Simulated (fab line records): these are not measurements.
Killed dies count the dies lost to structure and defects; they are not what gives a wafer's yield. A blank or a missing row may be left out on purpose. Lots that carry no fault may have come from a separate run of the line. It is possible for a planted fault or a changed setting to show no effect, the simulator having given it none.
2 desks looking at one fault ; flow gf180mcu ; only its own numbers are on each desk; what lay behind them is given at the end

== FOR THE TOOL OWNER'S DESK: rie-diel-02 ==
The tool's own readings at GF_CONTACT_ETCH_17 (etches SiO2 in C4F8/O2/Ar, stops on CoSi2, target depth 860 nm): means of the sampled wafers that have a number, for each lot that ran on this tool. Marked OUT: a lot whose mean sits more than 4 standard deviations from the usual mean, which makes it out of limits; the brackets give that distance.
Columns: A = oes-product-au at GF_CONTACT_ETCH_17, usual 0.816 a.u.; B = rf-fwd-power-W at GF_CONTACT_ETCH_17, usual 1495 W
lot;first seen here;A;B
L269;day 20 05:00;0.818;1580 (+17) OUT
L271;day 21 03:00;0.813;1575 (+16) OUT
Finding of this desk: L269, L271 out of limits; the first was L269 at day 20 05:00, on rf-fwd-power-W at GF_CONTACT_ETCH_17. In limits: none.

== METROLOGY DESK ==
What the gauges read for every lot (on any tool): the sampled wafers with a number, averaged. Marked OUT: a lot whose mean sits more than 4 standard deviations from the usual mean, which makes it out of limits; the brackets give that distance.
Columns: A = CONTACT_W_RS at GF_CONTACT_RS_MEAS_25, usual 0.374 ohm/sq
lot;first seen here;A
L258;day 16 06:47;0.378
L259;day 16 13:24;0.368
L261;day 17 08:34;0.378
L262;day 17 15:11;0.372
L264;day 18 16:29;0.370
L269;day 20 06:11;0.367
L271;day 21 04:29;0.379
L273;day 21 20:04;0.372
L274;day 21 23:46;0.371
L275;day 22 12:57;0.375
L276;day 22 14:49;0.373
L279;day 23 17:41;0.378
L280;day 24 03:34;0.375
L281;day 24 11:34;0.371
Finding of this desk: none of the 14 lots has anything out of limits.

== ALL TOGETHER ==
At day 20 05:00, on L269, L271, the tool owner's desk was in a position to raise an alarm.
Nothing out of limits was seen by the metrology desk.
The metrology desk has L269, L271 on record, within its limits.
On rie-diel-02, each named lot ran GF_CONTACT_ETCH_17.

== WHAT THE SIMULATOR HAD PUT IN ==
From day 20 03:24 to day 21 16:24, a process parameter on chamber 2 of rie-diel-02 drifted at GF_CONTACT_ETCH_17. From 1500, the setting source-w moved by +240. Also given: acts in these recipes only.
Shown lots that were struck: L269, L271.
Delay in hours, fault start to first out-of-limits reading, by desk: the tool owner's desk at 2.
